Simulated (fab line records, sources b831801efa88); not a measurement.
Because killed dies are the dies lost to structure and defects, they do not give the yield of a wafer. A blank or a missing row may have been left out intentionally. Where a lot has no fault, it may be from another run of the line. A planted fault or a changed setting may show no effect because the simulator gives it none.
What tool caused it? || flow sky130 || 33 wafers from 11 lots sampled at 3 of the route's 708 steps

== WHAT THE GAUGES READ, wafer by wafer ==
SKY_GATE_OXIDE_TW_MEAS_14.
{"lot": "L157", "measured": "day 14 08:14", "on": "film-metro-01", "GATE_OXIDE_TW": "221.4 222.2 221.8"}
{"lot": "L160", "measured": "day 15 19:32", "on": "film-metro-04", "GATE_OXIDE_TW": "223.4 222.8 221.3"}
{"lot": "L161", "measured": "day 17 07:35", "on": "film-metro-01", "GATE_OXIDE_TW": "223.9 223.3 222.9"}
{"lot": "L162", "measured": "day 17 07:45", "on": "film-metro-04", "GATE_OXIDE_TW": "223.6 222.4 222.9"}
{"lot": "L163", "measured": "day 17 06:49", "on": "film-metro-01", "GATE_OXIDE_TW": "222.1 222.8 223.5"}
{"lot": "L164", "measured": "day 17 15:50", "on": "film-metro-04", "GATE_OXIDE_TW": "222.8 222.2 221.7"}
{"lot": "L168", "measured": "day 18 07:15", "on": "film-metro-02", "GATE_OXIDE_TW": "224.2 225.1 224.8"}
{"lot": "L169", "measured": "day 18 21:31", "on": "film-metro-04", "GATE_OXIDE_TW": "224.3 224.1 224.7"}
{"lot": "L174", "measured": "day 20 10:51", "on": "film-metro-01", "GATE_OXIDE_TW": "223.5 221.9 223.7"}
{"lot": "L175", "measured": "day 20 16:26", "on": "film-metro-04", "GATE_OXIDE_TW": "222.3 222.8 223.1"}
{"lot": "L177", "measured": "day 22 15:27", "on": "film-metro-02", "GATE_OXIDE_TW": "224.9 225.5 226.6"}

== WHAT TOOL EACH LOT RAN ON (gives the tool, then ch and the chambers of the sampled wafers, and finally the start) ==
{"lot": "L157", "SKY_VT_ADJUST_HVTR_STRIP_10": "plasma-asher-03 ch 0,1, day 10 03:10", "SKY_SONOS_ONO_ETCH_15": "rie-diel-02 ch 0,1, day 13 05:01"}
{"lot": "L160", "SKY_VT_ADJUST_HVTR_STRIP_10": "plasma-asher-03 ch 0,1, day 11 07:13", "SKY_SONOS_ONO_ETCH_15": "rie-diel-03 ch 1,3, day 14 15:01"}
{"lot": "L161", "SKY_VT_ADJUST_HVTR_STRIP_10": "plasma-asher-01 ch 0,1, day 11 10:16", "SKY_SONOS_ONO_ETCH_15": "rie-diel-01 ch 2,3, day 15 23:40"}
{"lot": "L162", "SKY_VT_ADJUST_HVTR_STRIP_10": "plasma-asher-03 ch 0,1, day 11 14:05", "SKY_SONOS_ONO_ETCH_15": "rie-diel-01 ch 0,1,3, day 16 00:26"}
{"lot": "L163", "SKY_VT_ADJUST_HVTR_STRIP_10": "plasma-asher-04 ch 0,1, day 11 20:58", "SKY_SONOS_ONO_ETCH_15": "rie-diel-03 ch 0,3, day 16 00:19"}
{"lot": "L164", "SKY_VT_ADJUST_HVTR_STRIP_10": "plasma-asher-01 ch 0, day 12 15:52", "SKY_SONOS_ONO_ETCH_15": "rie-diel-01 ch 0,1,2, day 16 06:58"}
{"lot": "L168", "SKY_VT_ADJUST_HVTR_STRIP_10": "plasma-asher-01 ch 0,1, day 13 10:44", "SKY_SONOS_ONO_ETCH_15": "rie-diel-03 ch 1,2, day 16 23:25"}
{"lot": "L169", "SKY_VT_ADJUST_HVTR_STRIP_10": "plasma-asher-04 ch 0,1, day 13 18:26", "SKY_SONOS_ONO_ETCH_15": "rie-diel-02 ch 0,2,3, day 17 11:38"}
{"lot": "L174", "SKY_VT_ADJUST_HVTR_STRIP_10": "plasma-asher-04 ch 0,1, day 15 09:04", "SKY_SONOS_ONO_ETCH_15": "rie-diel-01 ch 1,2,3, day 19 06:29"}
{"lot": "L175", "SKY_VT_ADJUST_HVTR_STRIP_10": "plasma-asher-01 ch 0,1, day 15 14:31", "SKY_SONOS_ONO_ETCH_15": "rie-diel-02 ch 0,3, day 19 09:41"}
{"lot": "L177", "SKY_VT_ADJUST_HVTR_STRIP_10": "plasma-asher-04 ch 0,1, day 16 03:25", "SKY_SONOS_ONO_ETCH_15": "rie-diel-02 ch 2,3, day 21 06:04"}
- SKY_VT_ADJUST_HVTR_STRIP_10: strips in O2/N2.
- SKY_SONOS_ONO_ETCH_15: etches the open film in CHF3/O2, target depth 19.52 nm, time 7.8 s.

== THE ANSWER, worked out from the rows above alone ==
Rule: the usual values come from the lots themselves. The widest of any qualifying gaps counts: lots, ordered by their means at a reading, are off when they make up no more than a third of the lots, leave a main group of 4 or more, and stand apart from it by 3 or more times the standard deviation of that group's means. A main group is skipped when, at the precision printed for the reading in the tables above, its means are all equal. Also off: a lot with no number at a reading for which 4 or more lots have one. Any other lot the step has rows for is counted as sound.
No lot is off at any reading shown: from this, nothing can be told.

== WHAT HAD BEEN PUT IN BY THE SIMULATOR ==
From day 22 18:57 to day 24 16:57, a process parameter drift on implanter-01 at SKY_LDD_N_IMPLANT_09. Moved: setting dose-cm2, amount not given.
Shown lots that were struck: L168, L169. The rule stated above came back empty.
